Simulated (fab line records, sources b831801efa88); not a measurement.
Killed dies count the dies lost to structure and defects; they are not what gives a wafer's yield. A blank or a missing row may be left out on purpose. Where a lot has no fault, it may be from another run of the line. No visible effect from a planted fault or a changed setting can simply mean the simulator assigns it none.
A struck lot beside a sound one ; flow sky130 ; 32 steps out of a route of 708
Sound: wafers L160.1, L160.3, L160.4. Wafers struck: L169.1, L169.4, L169.5. The cause comes at the end.
Per side, at each step with rows, come the tool, then ch with its chambers, and then its first start. Under that, the readings that differ: sound wafers ; struck wafers ; difference of the means ; sigmas: that difference in standard deviations of wafers without a fault.
alike: same words and numbers on both sides, and readings whose means sit less than 2 such deviations apart. not compared: any withheld reading, any reading some wafer has no value for, any bound like >300 that may hide the same value, and any number with overlapping values for which the record gives no deviation.
A row with sigmas, a row that says differs or no value, or rows on one side alone: a step with any of these is where the two part. When numbers do not overlap yet have no deviation, they are printed without sigmas and do not part them. A reading that every wafer of one side lacks parts them only if that side has two wafers or more.

SKY_CAP2M_THK_MEAS_01:
  sound: film_metro-03 at day 41 01:50; struck: film_metro-03 at day 43 11:52
  alike: CAP2M_CVD_00_THK
SKY_CAP2M_SPUTTER_02: material TiN, target thk 200 nm, time 166.7 s.
  sound: pvd_sputter-02 at day 41 01:54; struck: pvd_sputter-02 at day 43 11:55
  alike: throttle_valve_pct
SKY_CAP2M_RS_MEAS_03: measurement is done with a four-point probe.
  sound: film_metro-03 at day 41 02:01; struck: film_metro-01 at day 43 12:02
  alike: CAP2M_TIN_RS
SKY_CAP2M_THK_MEAS_04: measures by xrf.
  sound: film_metro-03 at day 41 02:08; struck: film_metro-01 at day 43 12:09
  alike: CAP2M_TIN_THK
then, 7 steps without rows for these wafers: SKY_CAP2M_DEHYDRATE_05 (time 60 s); SKY_CAP2M_HMDS_06 (prime time 60 s); SKY_CAP2M_COAT_07 (resist thk 1140 nm); SKY_CAP2M_SOFTBAKE_08 (time 60 s); SKY_CAP2M_EXPOSE_09 (exposes mask CAP2M, target cd 1000 nm); SKY_CAP2M_PEB_10; SKY_CAP2M_DEVELOP_11 (develop time 60 s).
SKY_CAP2M_OVL_MEAS_12:
  sound: overlay-01 at day 42 01:36; struck: overlay-02 at day 44 11:03
  alike: CAP2M_OVL
SKY_CAP2M_METAL_ETCH_13: etches TiN in Cl2/BCl3, stops on SiO2, target depth 220 nm, time 62.9 s.
  sound on rie_metal-03 ch 0,1, day 42 01:38; struck on rie_metal-03 ch 0,1, day 44 11:05
reading;sound;struck;difference;sigmas
rf_fwd_power_W (W);890 893 889;1034 1034 1041;+146;+42
model.NOVOLAK_of_CAP2M_COAT_07.thk_nm (nm);997.4 991.1 999.9;974 974.1 976.8;-21;
model.SiO2_of_CAP2M_CVD_00.thk_nm (nm);15.38 15.39 15.73;12.51 12.73 12.74;-2.84;
  alike: drypump_motor_current_A, oes_product_au, throttle_valve_pct
  not compared: rf_hours_counter_h
SKY_CAP2M_STRIP_14: strips in O2/N2.
  sound on plasma_asher-04 ch 0,1, day 42 01:43; struck on plasma_asher-03 ch 0,1, day 44 11:10
reading;sound;struck;difference;sigmas
strip_time_to_endpoint_s (s);12.72 12.63 12.73;12.44 12.44 12.46;-0.25;-6
  alike: drypump_motor_current_A, oes_product_au
  not compared: rf_hours_counter_h
then, 11 steps without rows for these wafers: SKY_CAP2M_STRIP_15 (strips in post etch residue remover, time 1200 s); SKY_CAP2M_CLEAN_16 (cleans in IPA, time 180 s); SKY_CAP2M_CLEAN_17 (cleans in O3/DIW); SKY_METAL4_DEHYDRATE_05 (time 60 s); SKY_METAL4_HMDS_06 (prime time 60 s); SKY_METAL4_COAT_07 (resist thk 60 nm); SKY_METAL4_COAT_08 (resist thk 1140 nm); SKY_METAL4_SOFTBAKE_09 (time 90 s); SKY_METAL4_EXPOSE_10 (exposes mask MM4, target cd 300 nm); SKY_METAL4_PEB_11; SKY_METAL4_DEVELOP_12 (develop time 60 s).
SKY_METAL4_CD_MEAS_13: the cd target is 300 nm.
  sound: cd_sem-02 at day 43 01:12; struck: cd_sem-01 at day 45 08:45
  alike: cd_nm
SKY_METAL4_OVL_MEAS_14:
  sound: overlay-02 at day 43 01:19; struck: overlay-01 at day 45 08:52
  alike: METAL4_OVL
SKY_METAL4_DESCUM_15: chemistry O2, time 8 s.
  sound on rie_metal-04 ch 0,1, day 43 01:22; struck on rie_metal-01 ch 0, day 45 08:55
  alike: drypump_motor_current_A, oes_product_au, temp_c
  not compared: rf_hours_counter_h
SKY_METAL4_ETCH_16: etches BARC in N2/H2, stops on SiO2, time 88.2 s, target depth 60 nm.
  sound on rie_metal-04 ch 0,1, day 43 01:23; struck on rie_metal-01 ch 0, day 45 08:56
  alike: drypump_motor_current_A, oes_product_au, rf_fwd_power_W, throttle_valve_pct
  not compared: rf_hours_counter_h
SKY_METAL4_ETCH_17: etches SiO2 in C4F8/O2/Ar, stops on TiN, time 3.9 s, target depth 15 nm.
  sound on rie_diel-03 ch 0,1,2, day 43 01:29; struck on rie_diel-03 ch 0,3, day 45 09:02
reading;sound;struck;difference;sigmas
oes_product_au (a.u.);0.750 0.755 0.761;0.679 0.690 0.687;-0.070;-10
  alike: rf_fwd_power_W
  not compared: rf_hours_counter_h
SKY_METAL4_METAL_ETCH_18: etches the open film in Cl2/BCl3, stops on SiO2, target depth 845 nm, time 183.1 s.
  sound on rie_metal-02 ch 0,1, day 43 01:31; struck on rie_metal-04 ch 0,1, day 45 09:04
  alike: drypump_motor_current_A, oes_product_au, rf_fwd_power_W, throttle_valve_pct
  not compared: rf_hours_counter_h
-- the record jumps here: 4 days lie between the struck wafers' starts before and after (it left off in module METAL4 and takes up again in module PAD_OPEN, whose first step shown is number 708 of the route) --
SKY_PAD_OPEN_PROBE_99:
  sound: prober-02 at day 46 22:46; struck: prober-02 at day 48 22:26
reading;sound;struck;difference;sigmas
model.etest.cap_mim2.leak_log10_a_cm2;-8.898 -9.101;-8.448 -8.502 -8.577;+0.491;
  alike: defect_limited_yield, killed_at_M0_to_M3, killed_at_M4_up, killed_at_contacts, killed_at_front_end, killed_at_other, killed_dies, killed_open, killed_short, sort_bin_3_pad_short, sort_bin_5_function, sort_bin_6_memory, sort_n_pass, sort_yield_pct
  not compared: model.etest.cap_mim2.bv_v

WHERE THEY PART
Earliest at SKY_CAP2M_METAL_ETCH_13; latest, in this record, at SKY_METAL4_ETCH_17. Later steps at which nothing parts them and some readings are alike: SKY_METAL4_METAL_ETCH_18, SKY_PAD_OPEN_PROBE_99.

WHY: what the simulator had put in
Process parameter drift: rie_metal-03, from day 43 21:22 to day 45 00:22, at SKY_CAP2M_METAL_ETCH_13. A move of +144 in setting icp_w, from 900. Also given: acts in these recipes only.
